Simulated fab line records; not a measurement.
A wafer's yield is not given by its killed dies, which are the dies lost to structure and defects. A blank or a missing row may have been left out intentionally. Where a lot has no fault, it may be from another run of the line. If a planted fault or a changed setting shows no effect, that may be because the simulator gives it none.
Which tool is to blame? :: flow gf180mcu :: 13 lots with 39 wafers sampled at 5 steps, on a route of 602 steps

WHAT THE GAUGES READ, wafer by wafer
GF_HV_LDD_TW_MEAS_11.
lot: L282
measured: day 10 06:17
on: film-metro-02
HV_LDD_TW: 2440 2442 2455

lot: L283
measured: day 10 12:41
on: film-metro-03
HV_LDD_TW: 2416 2425 2436

lot: L285
measured: day 11 07:50
on: film-metro-04
HV_LDD_TW: 2438 2447 2441

lot: L289
measured: day 12 12:55
on: film-metro-04
HV_LDD_TW: 2488 2489 2484

lot: L291
measured: day 13 01:28
on: film-metro-03
HV_LDD_TW: 2452 2441 2454

lot: L292
measured: day 13 11:20
on: film-metro-03
HV_LDD_TW: 2438 2436 2432

lot: L294
measured: day 13 22:33
on: film-metro-03
HV_LDD_TW: 2442 2456 2457

lot: L295
measured: day 14 03:27
on: film-metro-03
HV_LDD_TW: 2423 2416 2418

lot: L296
measured: day 14 17:59
on: film-metro-04
HV_LDD_TW: 2469 2495 2483

lot: L297
measured: day 14 21:25
on: film-metro-03
HV_LDD_TW: 2413 2403 2411

lot: L302
measured: day 16 15:42
on: film-metro-02
HV_LDD_TW: 2442 2445 2447

lot: L303
measured: day 16 19:17
on: film-metro-02
HV_LDD_TW: 2441 2431 2435

lot: L304
measured: day 17 06:35
on: film-metro-02
HV_LDD_TW: 2451 2448 2443

GF_PSD_RS_MEAS_14: a four-point-probe measurement.
lot: L282
measured: day 14 10:52
on: film-metro-02
NSD_RS (ohm/sq): 46.08 45.98 46.02

lot: L283
measured: day 14 19:38
on: film-metro-02
NSD_RS (ohm/sq): 46.07 46.12 46.01

lot: L285
measured: day 15 17:47
on: film-metro-01
NSD_RS (ohm/sq): 46.16 46.08 46.20

lot: L289
measured: day 17 02:29
on: film-metro-01
NSD_RS (ohm/sq): 46.08 46.00 46.18

lot: L291
measured: day 17 16:59
on: film-metro-02
NSD_RS (ohm/sq): 46.08 46.10 46.30

lot: L292
measured: day 18 04:13
on: film-metro-02
NSD_RS (ohm/sq): 46.05 46.23 46.02

lot: L294
measured: day 18 17:23
on: film-metro-03
NSD_RS (ohm/sq): 46.43 46.37 46.31

lot: L295
measured: day 19 01:02
on: film-metro-03
NSD_RS (ohm/sq): 46.28 46.12 46.17

lot: L296
measured: day 19 16:59
on: film-metro-01
NSD_RS (ohm/sq): 46.47 46.52 46.36

lot: L297
measured: day 19 20:41
on: film-metro-01
NSD_RS (ohm/sq): 46.18 46.14 46.13

lot: L302
measured: day 21 18:10
on: film-metro-03
NSD_RS (ohm/sq): 46.14 46.01 46.15

lot: L303
measured: day 22 00:11
on: film-metro-02
NSD_RS (ohm/sq): 45.92 45.98 45.96

lot: L304
measured: day 22 10:20
on: film-metro-03
NSD_RS (ohm/sq): 46.06 46.11 46.20

GF_SAB_OVL_MEAS_10.
lot: L282
measured: day 15 07:55
on: overlay-02
SAB_OVL (nm): 1.2 -1.2 0.0

lot: L283
measured: day 15 16:40
on: overlay-02
SAB_OVL (nm): 0.7 0.3 -0.5

lot: L285
measured: day 16 15:47
on: overlay-01
SAB_OVL (nm): 0.0 2.0 2.0

lot: L289
measured: day 18 01:29
on: overlay-02
SAB_OVL (nm): 2.3 2.4 2.4

lot: L291
measured: day 18 16:11
on: overlay-01
SAB_OVL (nm): 1.9 0.8 2.3

lot: L292
measured: day 19 04:02
on: overlay-02
SAB_OVL (nm): 1.4 0.2 -0.3

lot: L294
measured: day 19 18:04
on: overlay-01
SAB_OVL (nm): 3.5 2.3 2.6

lot: L295
measured: day 20 01:25
on: overlay-01
SAB_OVL (nm): -1.5 0.8 1.5

lot: L296
measured: day 20 16:37
on: overlay-01
SAB_OVL (nm): 0.8 0.6 2.9

lot: L297
measured: day 20 21:13
on: overlay-01
SAB_OVL (nm): 2.4 3.6 3.6

lot: L302
measured: day 22 17:28
on: overlay-01
SAB_OVL (nm): 0.4 -0.1 0.7

lot: L303
measured: day 22 23:46
on: overlay-01
SAB_OVL (nm): 1.0 3.6 1.9

lot: L304
measured: day 23 09:49
on: overlay-01
SAB_OVL (nm): -0.4 -0.2 1.1

WHAT TOOL EACH LOT RAN ON (gives the tool, then ch and the chambers of the sampled wafers, and finally the start)
lot: L282
GF_HV_LDD_ETCHBACK_58: rie-diel-01 ch 0,3, day 12 17:52
GF_NSD_IMPLANT_10: implanter-03 ch 0, day 13 14:07

lot: L283
GF_HV_LDD_ETCHBACK_58: rie-diel-03 ch 1,3, day 13 00:55
GF_NSD_IMPLANT_10: implanter-02 ch 0, day 13 21:49

lot: L285
GF_HV_LDD_ETCHBACK_58: rie-diel-01 ch 0,2, day 13 22:34
GF_NSD_IMPLANT_10: implanter-04 ch 0, day 14 20:07

lot: L289
GF_HV_LDD_ETCHBACK_58: rie-diel-01 ch 0,1,2, day 15 05:52
GF_NSD_IMPLANT_10: implanter-03 ch 0, day 16 03:08

lot: L291
GF_HV_LDD_ETCHBACK_58: rie-diel-03 ch 1,2, day 15 19:52
GF_NSD_IMPLANT_10: implanter-02 ch 0, day 16 17:40

lot: L292
GF_HV_LDD_ETCHBACK_58: rie-diel-01 ch 0,2,3, day 16 06:51
GF_NSD_IMPLANT_10: implanter-02 ch 0, day 17 05:01

lot: L294
GF_HV_LDD_ETCHBACK_58: rie-diel-02 ch 0,1,3, day 16 18:37
GF_NSD_IMPLANT_10: implanter-03 ch 0, day 17 17:08

lot: L295
GF_HV_LDD_ETCHBACK_58: rie-diel-03 ch 0,1,2, day 17 01:17
GF_NSD_IMPLANT_10: implanter-02 ch 0, day 18 00:19

lot: L296
GF_HV_LDD_ETCHBACK_58: rie-diel-02 ch 0,1,3, day 17 16:55
GF_NSD_IMPLANT_10: implanter-03 ch 0, day 18 16:08

lot: L297
GF_HV_LDD_ETCHBACK_58: rie-diel-01 ch 1,2, day 17 19:26
GF_NSD_IMPLANT_10: implanter-02 ch 0, day 18 19:17

lot: L302
GF_HV_LDD_ETCHBACK_58: rie-diel-02 ch 0,1,2, day 19 17:56
GF_NSD_IMPLANT_10: implanter-02 ch 0, day 20 17:46

lot: L303
GF_HV_LDD_ETCHBACK_58: rie-diel-01 ch 1,2, day 20 00:29
GF_NSD_IMPLANT_10: implanter-02 ch 0, day 21 00:31

lot: L304
GF_HV_LDD_ETCHBACK_58: rie-diel-01 ch 0,1, day 20 10:46
GF_NSD_IMPLANT_10: implanter-03 ch 0, day 21 10:05
- GF_HV_LDD_ETCHBACK_58: etches Si3N4 in CH3F/O2, stops on SiO2, time 100 s, target depth 90 nm.
- GF_NSD_IMPLANT_10

AS READ BY THE TOOLS THEMSELVES (means over the sampled wafers that have a number; for cases with no such wafer, the mark the record gives instead)
GF_HV_LDD_ETCHBACK_58.
lot: L282
tool: rie-diel-01
chamber-pressure-mTorr (mTorr): 25.013
drypump-motor-current-A (A): 5.5
oes-product-au (a.u.): 0.839
throttle-valve-pct (%): 10.562

lot: L283
tool: rie-diel-03
chamber-pressure-mTorr (mTorr): 24.996
drypump-motor-current-A (A): 5.1
oes-product-au (a.u.): 0.838
throttle-valve-pct (%): 10.569

lot: L285
tool: rie-diel-01
chamber-pressure-mTorr (mTorr): 24.999
drypump-motor-current-A (A): 5.4
oes-product-au (a.u.): 0.836
throttle-valve-pct (%): 10.561

lot: L289
tool: rie-diel-01
chamber-pressure-mTorr (mTorr): 25.020
drypump-motor-current-A (A): 5.5
oes-product-au (a.u.): 0.839
throttle-valve-pct (%): 10.567

lot: L291
tool: rie-diel-03
chamber-pressure-mTorr (mTorr): 25.005
drypump-motor-current-A (A): 5.0
oes-product-au (a.u.): 0.846
throttle-valve-pct (%): 10.562

lot: L292
tool: rie-diel-01
chamber-pressure-mTorr (mTorr): 25.004
drypump-motor-current-A (A): 5.6
oes-product-au (a.u.): 0.842
throttle-valve-pct (%): 10.554

lot: L294
tool: rie-diel-02
chamber-pressure-mTorr (mTorr): 24.987
drypump-motor-current-A (A): 6.1
oes-product-au (a.u.): 0.846
throttle-valve-pct (%): 10.562

lot: L295
tool: rie-diel-03
chamber-pressure-mTorr (mTorr): 24.998
drypump-motor-current-A (A): 5.1
oes-product-au (a.u.): 0.852
throttle-valve-pct (%): 10.562

lot: L296
tool: rie-diel-02
chamber-pressure-mTorr (mTorr): 25.010
drypump-motor-current-A (A): 6.1
oes-product-au (a.u.): 0.841
throttle-valve-pct (%): 10.567

lot: L297
tool: rie-diel-01
chamber-pressure-mTorr (mTorr): 25.011
drypump-motor-current-A (A): 5.5
oes-product-au (a.u.): 0.849
throttle-valve-pct (%): 10.564

lot: L302
tool: rie-diel-02
chamber-pressure-mTorr (mTorr): 24.995
drypump-motor-current-A (A): 5.5
oes-product-au (a.u.): 0.845
throttle-valve-pct (%): 10.556

lot: L303
tool: rie-diel-01
chamber-pressure-mTorr (mTorr): 25.006
drypump-motor-current-A (A): 5.5
oes-product-au (a.u.): 0.848
throttle-valve-pct (%): 10.561

lot: L304
tool: rie-diel-01
chamber-pressure-mTorr (mTorr): 24.982
drypump-motor-current-A (A): 5.5
oes-product-au (a.u.): 0.845
throttle-valve-pct (%): 10.564

GF_NSD_IMPLANT_10.
lot: L282
tool: implanter-03
tilt-deg (degrees): 7.017

lot: L283
tool: implanter-02
tilt-deg (degrees): 6.995

lot: L285
tool: implanter-04
tilt-deg (degrees): 7.009

lot: L289
tool: implanter-03
tilt-deg (degrees): 7.018

lot: L291
tool: implanter-02
tilt-deg (degrees): 7.039

lot: L292
tool: implanter-02
tilt-deg (degrees): 7.006

lot: L294
tool: implanter-03
tilt-deg (degrees): 9.444

lot: L295
tool: implanter-02
tilt-deg (degrees): 7.012

lot: L296
tool: implanter-03
tilt-deg (degrees): 9.411

lot: L297
tool: implanter-02
tilt-deg (degrees): 6.994

lot: L302
tool: implanter-02
tilt-deg (degrees): 6.990

lot: L303
tool: implanter-02
tilt-deg (degrees): 7.007

lot: L304
tool: implanter-03
tilt-deg (degrees): 6.998

THE ANSWER, worked out from the rows above alone
Rule: usual is defined by the lots themselves. Put in order of their means at a reading, lots are off if they are a third of the lots or fewer, leave a main group of 4 or more, and stand apart from it by a gap of 3 or more times the standard deviation of the main group's means; of several such gaps the widest counts. If all means in a main group match to the digits the tables above print for the reading, that group is not used. A lot without any number at a reading at which 4 lots or more have one is off too. Any other lot the step has rows for is counted as sound. First the gauges in route order, then the tools' own readings, where a lot's mean is used as printed above. The first step at which some lot is off is used, and at that step the reading that is off furthest; a lot without a number counts as furthest.
Off, at GF_NSD_IMPLANT_10 on tilt-deg: L294, L296. The main group: mean 7.008 degrees, standard deviation 0.013.
A tool fits if, at that step or a process step before it, it ran every lot that is off, and no sound lot after the first of them. None of those tried fits.

WHAT WAS PUT IN BY THE SIMULATOR
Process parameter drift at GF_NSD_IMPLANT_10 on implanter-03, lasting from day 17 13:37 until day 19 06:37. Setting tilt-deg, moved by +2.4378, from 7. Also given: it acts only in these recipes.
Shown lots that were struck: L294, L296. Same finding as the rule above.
